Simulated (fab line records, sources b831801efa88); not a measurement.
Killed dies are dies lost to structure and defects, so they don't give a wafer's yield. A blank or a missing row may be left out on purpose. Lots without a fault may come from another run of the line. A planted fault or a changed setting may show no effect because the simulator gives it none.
A struck lot beside a sound one | flow gf180mcu | 18 steps out of a route of 602
Sound: wafers L521.1, L521.5, L521.6. Struck: wafers L536.1, L536.2, L536.4. The cause comes at the end.
At each step with rows: each side's tool, then ch and its chambers, then its first start. Under that, the readings that differ: sound wafers | struck wafers | difference of the means | sigmas: that difference in standard deviations of wafers without a fault.
alike: readings whose means differ by less than 2 such deviations, and words and numbers that are the same on both sides. not compared: withheld readings, readings that some wafer has no value for, bounds like >300 that may hide the same value, and numbers for which the record gives no deviation and whose values overlap.
The two part at a step that has a row with sigmas, a row that says differs or no value, or rows on one side only. Numbers that don't overlap but have no deviation are shown without sigmas and don't part them. A reading that every wafer of one side lacks parts them only if that side has two wafers or more.

first, 3 steps without rows for these wafers: GF_V3_EXPOSE_11 (exposes mask Via3, target cd 260 nm); GF_V3_PEB_12 (peb time 90 s); GF_V3_DEVELOP_13 (develop time 60 s).
GF_V3_CD_MEAS_14: target cd 260 nm.
  sound on cd_sem-02, day 24 00:40; struck on cd_sem-01, day 28 20:31
  alike: cd_nm
GF_V3_OVL_MEAS_15:
  sound on overlay-01, day 24 00:47; struck on overlay-01, day 28 20:38
  alike: V3_OVL
GF_V3_ETCH_16: etches BARC in N2/H2.
  sound on rie_diel-04 ch 0,1,3, day 24 00:49; struck on rie_diel-01 ch 0,2,3, day 28 20:40
  alike: chamber_pressure_mTorr, drypump_motor_current_A, oes_product_au, throttle_valve_pct
GF_V3_ETCH_17: etches SiO2 in C4F8/O2/Ar, stops on TiN, target depth 635 nm.
  sound on rie_diel-04 ch 0,1,3; struck on rie_diel-01 ch 0,2,3
  alike: chamber_pressure_mTorr, oes_product_au
GF_V3_STRIP_18: strips in O2/N2.
  sound on plasma_asher-04 ch 0,1, day 24 00:56; struck on plasma_asher-02 ch 0,1, day 28 20:48
  alike: chamber_pressure_mTorr, drypump_motor_current_A, heater_power_w, oes_product_au, platen_temp_c
  not compared: rf_hours_counter_h
then, 3 steps without rows for these wafers: GF_V3_STRIP_19 (strips in post etch residue remover, time 1200 s); GF_V3_CLEAN_20 (cleans in DIW); GF_V3_SPUTTER_21 (material Ti, target thk 15 nm, time 80.02 s).
GF_V3_SPUTTER_22: material TiN, target thk 10 nm, time 40 s.
  sound on pvd_sputter-01, day 24 01:32; struck on pvd_sputter-01, day 28 21:23
  alike: throttle_valve_pct
GF_V3_CVD_23: deposits W, target thk 350 nm, time 104.9 s.
  sound on cvd_w-02 ch 0,1, day 24 01:35; struck on cvd_w-02 ch 0,1, day 28 21:26
  reading                          | sound                | struck               | difference | sigmas
  susceptor_temp_C (C)             | 399.83 399.80 399.68 | 410.70 411.17 410.50 | +11.02     | +50
  model.W_of_V3_CVD_23.thk_nm (nm) | 355.1 354.7 350.6    | 421.9 429 426.2      | +72.2      |
  alike: heater_power_w
GF_V3_RS_MEAS_24: measures by four-point-probe.
  sound on film_metro-04, day 24 01:41; struck on film_metro-02, day 28 21:32
  reading          | sound             | struck            | difference | sigmas
  V3_W_RS (ohm/sq) | 0.322 0.322 0.327 | 0.271 0.266 0.268 | -0.055     | -16
GF_V3_THK_MEAS_25: measures by xrf.
  sound on film_metro-04, day 24 01:49; struck on film_metro-02, day 28 21:40
  reading       | sound       | struck      | difference | sigmas
  V3_W_THK (nm) | 346 348 344 | 423 431 428 | +81        | +15
GF_V3_CMP_26: polishes, stops on SiO2, t overpolish 15 s, target thk 0 nm.
  sound on cmp-02 ch 2,3, day 24 01:52; struck on cmp-02 ch 0,1,2, day 28 21:43
  reading                | sound    | struck      | difference | sigmas
  time_to_endpoint_s (s) | 87 89 86 | 107 104 108 | +19        | +5
  alike: head_pressure_psi, motor_current_A, slurry_filter_dp_kPa
GF_M4_SPUTTER_00: material Ti, target thk 37.5 nm, time 150 s.
  sound on pvd_sputter-02, day 24 02:10; struck on pvd_sputter-02, day 28 22:01
  alike: substrate_temp_c, throttle_valve_pct
then, 1 step without rows for these wafers: GF_PASSIVATION_PROBE_99.

WHERE THEY PART
First at GF_V3_CVD_23; last, within this record, at GF_V3_CMP_26. Later steps at which nothing parts them and some readings are alike: GF_M4_SPUTTER_00.

WHY: what the simulator had put in
Process parameter drift: cvd_w-02, from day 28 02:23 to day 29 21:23, at GF_V3_CVD_23. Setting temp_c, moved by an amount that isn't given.
